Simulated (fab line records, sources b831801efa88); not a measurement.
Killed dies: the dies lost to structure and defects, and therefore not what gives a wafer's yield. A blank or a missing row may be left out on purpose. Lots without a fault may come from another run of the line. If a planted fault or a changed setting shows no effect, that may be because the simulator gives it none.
fab line records | flow sky130
record lots=13 wafers=39 lastDay=50
route steps=708 shown LOCAL_INTERCONNECT@402 CONTACT@423 METAL2@500 METAL3@533 PAD_OPEN@708
lots that met no fault: taken from a fault-free run of the same line
startH: the number of hours between the record's first day and the start of the first shown wafer of the lot | waitH: hours since the lot's step before | " the same as in the row above | L1.1+2: one row covering several wafers at once | - no value present, or no start provided | * or withheld: withheld | < > ~ a bound
route shown NAME@n: a module of which the file shows steps, and the number in the route of the first | usual: mean/standard deviation of fault-free wafers | same: alike in all rows | chamber/n: place in a boat | sites: readings site by site | _std_site: the standard deviation of these | _edge_site: outer sites' mean less inner sites' | radiusMm: for every site, how far away it sits from the centre of the wafer | mask NAME#n: copy n | behind: the tool/chamber that last shaped the wafer | hold: the reason the lot was held/the length of the hold in hours/how it ended | device: the n, p or np transistor that did not switch | end of line: the tests these same wafers got at the end of their route | where a step has no rows: the recipe by itself | killed: dies lost to structure and defects at the first sort, not the wafer's yield | map: a wafer's dies, marking killed ones x, the rest . and places with no die _
set.NAME: setting as actually run; set.NAME@STEP: the setting as run at that earlier step | model.NAME: the simulator's own value behind a step, which no gauge read
steps of the route over a sample of lots; a table a step, a row a wafer
services: a tool's chamber out of use, with start hour (startH, from the record's first day; less than 0 if before it), hours out, and reason
## steps
# step SKY_LOCAL_INTERCONNECT_STRIP_15
# recipe chemistry=O2/N2 powerW=1400 pressureMtorr=1500 platenTempC=withheld o2FlowSccm=3000 n2FlowSccm=300 overashFraction=0.5
# usual chamberPressureMTorr=1500.0/1.4 drypumpMotorCurrentA=5.5/0.48 oesProductAu=0.427/0.0046 stripTimeToEndpointS=4.716/0.017
# columns lot.wafer tool chamber startH waitH chamberPressureMTorr drypumpMotorCurrentA oesProductAu rfHoursCounterH stripTimeToEndpointS
L512.2 plasmaAsher-04 1 722.65 0.0 1501.2 5.2 0.426 90 4.723
L512.4 " 1 " " 1500.2 5.2 0.425 - 4.708
L512.5 " 1 " " 1497.3 5.2 0.426 - 4.724
L513.1 plasmaAsher-03 0 726.25 0.0 - - - - -
L513.4 " 1 " " - - - - -
L513.5 " 1 " " - - - - -
L514.3 plasmaAsher-04 0 739.44 0.1 - - - - -
L514.5 " 0 " " - - - - -
L514.6 " 1 " " - - - - -
L522.3 plasmaAsher-01 1 798.24 0.1 1499.8 5.7 0.430 - 4.735
L522.4 " 0 " " 1499.4 6.4 0.424 - 4.748
L522.5 " 0 " " 1499.6 6.3 0.432 - 4.728
L523.2 plasmaAsher-01 1 814.01 0.0 1495.6 5.7 0.426 40 4.720
L523.4 " 1 " " 1499.5 5.6 0.427 - 4.736
L523.6 " 0 " " 1501.2 6.4 0.424 - 4.721
L524.3 plasmaAsher-04 1 814.99 0.1 1499.8 5.2 0.421 - 4.720
L524.4 " 0 " " 1498.0 5.0 0.427 - 4.754
L524.6 " 0 " " 1500.1 5.0 0.428 - 4.720
L525.1 plasmaAsher-04 0 820.18 0.1 1497.7 5.0 0.424 101 4.693
L525.5 " 0 " " 1500.6 5.0 0.429 - 4.727
L525.6 " 1 " " 1502.0 5.2 0.425 - 4.706
L527.2 plasmaAsher-01 0 834.76 0.0 1497.6 6.3 0.428 42 4.696
L527.4 " 1 " " 1501.9 5.6 0.417 - 4.676
L527.6 " 1 " " 1499.2 5.7 0.413 - 4.704
L528.1 plasmaAsher-03 1 849.20 0.0 1501.4 6.1 0.434 7 4.732
L528.4 " 1 " " 1500.3 6.1 0.428 - 4.723
L528.6 " 0 " " 1498.7 5.2 0.425 - 4.735
L530.3 plasmaAsher-04 0 867.43 0.1 1500.1 5.0 0.425 - 4.739
L530.4 " 1 " " 1499.6 5.2 0.419 - 4.708
L530.6 " 1 " " 1498.8 5.2 0.431 - 4.711
L531.1 plasmaAsher-03 1 882.00 0.0 1500.5 6.1 0.425 11 4.715
L531.2 " 0 " " 1500.8 5.2 0.429 11 4.722
L531.6 " 0 " " 1501.5 5.2 0.423 - 4.700
L532.1 plasmaAsher-03 1 883.91 0.0 1501.1 6.0 0.429 11 4.715
L532.4 " 0 " " 1501.2 5.2 0.432 - 4.714
L532.6 " 0 " " 1503.1 5.2 0.426 - 4.697
L533.3 plasmaAsher-04 0 899.59 0.1 1501.1 5.0 0.428 - 4.728
L533.5 " 1 " " 1499.6 5.2 0.436 - 4.732
L533.6 " 0 " " 1502.0 5.0 0.428 - 4.702
# step SKY_CONTACT_ETCH_17
# recipe target=SiO2 chemistry=C4F8/O2/Ar stopOn=Si3N4 maskMaterial=KrF-thick sourceW=1500 biasW=1200 pressureMtorr=40 c4f8FlowSccm=withheld O2_flow_sccm=6 Ar_flow_sccm=300 timeS=withheld targetDepthA=3400
# usual chamberPressureMTorr=40.00/0.036 oesProductAu=0.893/0.0049
# columns lot.wafer tool chamber startH waitH chamberPressureMTorr oesProductAu
L512.2 rieDiel-03 0 752.03 0.0 40.01 0.886
L512.4 " 2 " " 40.02 0.896
L512.5 " 0 " " 39.91 0.899
L522.3 rieDiel-01 1 825.58 0.0 39.99 0.891
L522.4 " 0 " " 39.98 0.897
L522.5 " 0 " " 39.99 0.895
L523.2 rieDiel-03 3 840.65 0.0 39.99 0.886
L523.4 " 3 " " 40.00 0.887
L523.6 " 2 " " 40.00 0.896
L524.3 rieDiel-01 1 841.78 0.0 39.98 0.887
L524.4 " 0 " " 40.03 0.891
L524.6 " 0 " " 39.99 0.893
L525.1 rieDiel-04 0 847.68 0.0 40.01 0.893
L525.5 " 2 " " 39.99 0.881
L525.6 " 1 " " 40.00 0.900
L527.2 rieDiel-04 2 862.13 0.0 40.06 0.885
L527.4 " 3 " " 40.03 0.889
L527.6 " 2 " " 40.04 0.880
L528.1 rieDiel-01 1 876.28 0.0 40.04 0.893
L528.4 " 2 " " 40.06 0.894
L528.6 " 1 " " 40.00 0.898
L530.3 rieDiel-03 3 893.98 0.0 39.93 0.895
L530.4 " 1 " " 39.97 0.887
L530.6 " 1 " " 39.95 0.904
L531.1 rieDiel-01 1 908.63 0.0 40.01 0.892
L531.2 " 2 " " 40.00 0.899
L531.6 " 1 " " 40.02 0.900
L532.1 rieDiel-03 2 910.18 0.0 40.00 0.890
L532.4 " 1 " " 39.96 0.890
L532.6 " 1 " " 40.02 0.885
L533.3 rieDiel-04 2 925.98 0.0 39.99 0.887
L533.5 " 2 " " 40.06 0.898
L533.6 " 1 " " 39.99 0.900
# step SKY_METAL2_DESCUM_17
# recipe chemistry=O2 sourcePowerW=150 biasPowerW=0 pressureMtorr=10 tempC=40 timeS=8
# usual chamberPressureMTorr=10.000/0.0099 drypumpMotorCurrentA=5.8/0.44 oesProductAu=1.007/0.011
# columns lot.wafer tool chamber startH waitH chamberPressureMTorr drypumpMotorCurrentA oesProductAu rfHoursCounterH
L512.2 rieMetal-01 0 836.24 0.0 10.027 5.5 0.982 12
L512.4 " 0 " " 9.995 5.5 0.996 -
L512.5 " 1 " " 9.987 5.8 1.003 -
L522.3 rieMetal-01 0 907.85 0.0 9.996 5.5 1.008 -
L522.4 " 1 " " 10.009 5.8 1.012 -
L522.5 " 0 " " 10.002 5.5 0.996 -
L523.2 rieMetal-04 0 921.19 0.0 10.002 6.6 0.991 18
L523.4 " 0 " " 9.994 6.6 0.994 -
L523.6 " 1 " " 9.982 6.1 0.994 -
L524.3 rieMetal-01 1 921.96 0.0 10.006 5.8 1.010 -
L524.4 " 0 " " 9.979 5.5 1.004 -
L524.6 " 0 " " 10.008 5.5 1.019 -
L525.1 rieMetal-04 0 928.29 0.0 9.991 6.6 1.003 18
L525.5 " 0 " " 10.001 6.6 1.000 -
L525.6 " 1 " " 10.010 6.1 1.005 -
L527.2 rieMetal-03 1 942.70 0.0 9.994 5.3 1.029 -
L527.4 " 1 " " 9.987 5.3 1.014 -
L527.6 " 1 " " 10.005 5.3 1.018 -
L528.1 rieMetal-03 1 954.55 0.0 9.998 5.3 1.010 12
L528.4 " 1 " " 9.997 5.3 1.010 -
L528.6 " 1 " " 9.992 5.3 1.017 -
L530.3 rieMetal-03 0 971.80 0.0 10.004 5.5 1.022 -
L530.4 " 1 " " 10.005 5.3 1.007 -
L530.6 " 1 " " 9.997 5.4 1.017 -
L531.1 rieMetal-03 1 987.04 0.0 10.011 5.3 1.006 14
L531.2 " 0 " " 9.998 5.5 1.033 14
L531.6 " 0 " " 9.997 5.5 1.023 -
L532.1 rieMetal-04 0 987.20 0.0 10.008 6.6 1.035 1
L532.4 " 0 " " 10.015 6.6 1.033 -
L532.6 " 0 " " 10.009 6.6 1.037 -
L533.3 rieMetal-01 1 1002.60 0.0 9.993 5.8 1.014 -
L533.5 " 0 " " 10.002 5.5 1.002 -
L533.6 " 1 " " 9.987 5.8 1.023 -
# step SKY_METAL3_SPUTTER_01
# recipe material=TiN targetThkNm=20 powerW=6500 timeS=16.7 chamberPressurePa=0.4
# usual throttleValvePct=29.7/0.72
# columns lot.wafer tool chamber startH waitH throttleValvePct
L512.2 pvdSputter-04 - 866.36 0.0 31.8
L512.4 " - " " 29.8
L512.5 " - " " 31.8
L522.3 pvdSputter-04 - 935.33 0.0 31.6
L522.4 " - " " 28.8
L522.5 " - " " 29.5
L523.2 pvdSputter-01 - 947.63 0.0 29.6
L523.4 " - " " 29.9
L523.6 " - " " 29.9
L524.3 pvdSputter-01 - 949.53 0.0 29.7
L524.4 " - " " 29.8
L524.6 " - " " 29.4
L525.1 pvdSputter-01 - 954.89 0.0 29.6
L525.5 " - " " 29.6
L525.6 " - " " 29.6
L527.2 pvdSputter-02 - 968.97 0.0 29.1
L527.4 " - " " 28.7
L527.6 " - " " 29.2
L528.1 pvdSputter-01 - 981.38 0.0 29.8
L528.4 " - " " 29.9
L528.6 " - " " 29.7
L530.3 pvdSputter-01 - 997.98 0.0 29.1
L530.4 " - " " 29.6
L530.6 " - " " 29.7
L531.1 pvdSputter-01 - 1013.48 0.0 29.6
L531.2 " - " " 29.6
L531.6 " - " " 29.6
L532.1 pvdSputter-02 - 1013.83 0.0 28.4
L532.4 " - " " 29.4
L532.6 " - " " 29.6
L533.3 pvdSputter-01 - 1028.43 0.0 29.3
L533.5 " - " " 29.9
L533.6 " - " " 29.1
# step SKY_PAD_OPEN_PROBE_99
# usual killed_at_M0_to_M3=45/6.8 killed_at_M4_up=3.1/2 killedAtContacts=23/5.2 killedAtFrontEnd=14/3.7 killedAtOther=0.3/0.61 killedDies=86/9 killedOnRim=17/3.9 killedOpen=46/6.9 killedShort=39/6.4
# same grossDies=492 killedAtBackSide=0
# columns lot.wafer tool chamber startH waitH killed_at_M0_to_M3 killed_at_M4_up killedAtContacts killedAtFrontEnd killedAtOther killedDies killedOnRim killedOpen killedShort
L513.1 prober-02 - 1088.95 0.1 41 4 435 12 0 492 96 45 27
L513.4 prober-02 - 1089.10 0.2 33 3 439 17 0 492 96 45 29
L513.5 prober-02 - 1089.15 0.2 35 2 438 17 0 492 96 54 29
L514.3 prober-01 - 1097.81 0.2 48 1 429 14 0 492 96 46 43
L514.5 prober-01 - 1097.91 0.2 49 3 422 18 0 492 96 48 41
L514.6 prober-01 - 1097.96 0.2 43 1 435 12 1 492 96 40 36
L527.2 prober-02 - 1167.24 0.1 52 2 20 12 0 86 14 48 38
L527.4 prober-02 - 1167.34 0.2 39 3 22 17 0 81 19 47 34
L527.6 prober-02 - 1167.44 0.2 56 4 17 17 0 94 15 55 39
# killed by level:class
L513.1 CONTACT:areaCvd=419 VIA1:geometricParticle:open=13 VIA2:geometricParticle:open=8 CONTACT:geometricParticle:open=6 METAL2:geometricParticle:short=5 VIA3:geometricParticle:open=5 FIELD_ISO:geometricParticle:open=4 LI_CONTACT:geometricParticle:open=4
L513.4 CONTACT:areaCvd=415 VIA1:geometricParticle:open=9 CONTACT:geometricParticle:open=8 LI_CONTACT:geometricParticle:open=7 FIELD_ISO:geometricParticle:open=5 LOCAL_INTERCONNECT:geometricParticle:short=4 METAL1:geometricParticle:short=4 FIELD_ISO:geometricParticle:short=3
L513.5 CONTACT:areaCvd=409 CONTACT:geometricParticle:open=16 VIA2:geometricParticle:open=8 LI_CONTACT:geometricParticle:open=7 POLY_GATE:geometricParticle:open=6 VIA1:geometricParticle:open=6 VIA1:geometricParticle:short=5 FIELD_ISO:geometricParticle:short=4
L514.3 CONTACT:areaCvd=402 VIA1:geometricParticle:open=10 LI_CONTACT:geometricParticle:open=9 CONTACT:geometricParticle:open=8 METAL1:geometricParticle:short=8 VIA1:geometricParticle:short=8 VIA2:geometricParticle:open=7 CONTACT:geometricParticle:short=6
L514.5 CONTACT:areaCvd=402 LI_CONTACT:geometricParticle:open=10 VIA1:geometricParticle:open=10 VIA3:geometricParticle:open=8 VIA1:geometricParticle:short=7 VIA2:geometricParticle:open=7 FIELD_ISO:geometricParticle:short=6 METAL1:geometricParticle:short=5
L514.6 CONTACT:areaCvd=416 VIA1:geometricParticle:open=13 METAL2:geometricParticle:short=7 CONTACT:geometricParticle:open=6 LI_CONTACT:geometricParticle:open=5 METAL1:geometricParticle:short=5 VIA3:geometricParticle:open=5 POLY_GATE:geometricParticle:short=4
L527.2 VIA2:geometricParticle:open=11 VIA1:geometricParticle:open=8 VIA3:geometricParticle:open=7 METAL2:geometricParticle:short=6 LOCAL_INTERCONNECT:geometricParticle:short=6 LI_CONTACT:geometricParticle:open=5 FIELD_ISO:geometricParticle:open=4 CONTACT:geometricParticle:open=4
L527.4 VIA1:geometricParticle:open=13 CONTACT:geometricParticle:open=13 FIELD_ISO:geometricParticle:short=7 VIA1:geometricParticle:short=5 VIA3:geometricParticle:open=5 METAL1:geometricParticle:short=4 VIA2:geometricParticle:open=4 FIELD_ISO:geometricParticle:open=3
L527.6 VIA2:geometricParticle:open=10 VIA3:geometricParticle:open=10 VIA1:geometricParticle:open=9 METAL3:geometricParticle:short=8 POLY_GATE:geometricParticle:open=5 LI_CONTACT:geometricParticle:open=5 METAL2:geometricParticle:short=5 CONTACT:geometricParticle:open=4
## services
# columns tool chamber startH hours kind
rieDiel-03 2 698.71 11.2 repair
pvdSputter-01 - 699.26 4.7 repair
rieMetal-01 0 702.32 2.2 repair
rieMetal-03 - 703.48 3.0 repair
rieDiel-03 1 704.00 3.0 repair
rieDiel-03 0 720.43 1.3 repair
rieDiel-01 3 725.85 23.6 repair
rieDiel-01 2 730.21 7.1 repair
plasmaAsher-03 - 733.75 9.0 pm
rieDiel-03 1 754.00 4.3 repair
rieDiel-01 2 761.54 5.8 repair
rieDiel-03 3 764.24 5.9 repair
rieDiel-03 - 777.37 1.0 repair
plasmaAsher-03 - 799.04 25.4 pm
pvdSputter-01 - 821.11 7.9 repair
rieDiel-01 - 833.09 2.8 pm
rieDiel-03 1 836.13 5.4 repair
rieDiel-03 0 839.68 2.6 repair
plasmaAsher-04 - 854.93 2.8 pm
rieDiel-01 0 856.44 22.0 repair
plasmaAsher-03 - 891.02 2.3 repair
plasmaAsher-03 - 914.56 0.4 repair
rieDiel-01 2 915.12 2.3 repair
plasmaAsher-04 - 1012.03 1.5 repair
## key
firstSign step=SKY_LOCAL_INTERCONNECT_STRIP_15 reading=toolRecord direction=missing
effect step=SKY_PAD_OPEN_PROBE_99 reading=killedAtContacts direction=up sigmas=78 usual=23 struck=433
moreKillsBornAt SKY_CONTACT_CVD_00@pecvd-04=1243 SKY_CONTACT_CVD_00@pecvd-03=1220
metAt SKY_LOCAL_INTERCONNECT_STRIP_15
struckLots L513,L514
laterRowsLeftOut L513.1,L513.4,L513.5,L514.3,L514.5,L514.6
testerLeftOut L513,L514
notActingAt SKY_CONTACT_ETCH_17,SKY_METAL2_DESCUM_17,SKY_METAL3_SPUTTER_01
onsetBetween 722.65 726.25
fault kind=skippedStepWhole tool=plasmaAsher-03,plasmaAsher-04 chamber=- onsetH=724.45 steps=SKY_LOCAL_INTERCONNECT_STRIP_15 scope=struckLotsOnly
# testerLeftOut: of these lots the tester's yield and bins aren't shown, on N5 and GAA mostly nor the transistor test; their killed dies are dies lost to structure and defects alone, not to doping, threshold or leakage, so they don't give the yield
# laterRowsLeftOut: the simulator's readings of these wafers behind a module that went badly wrong aren't trusted and aren't shown, but for the sort
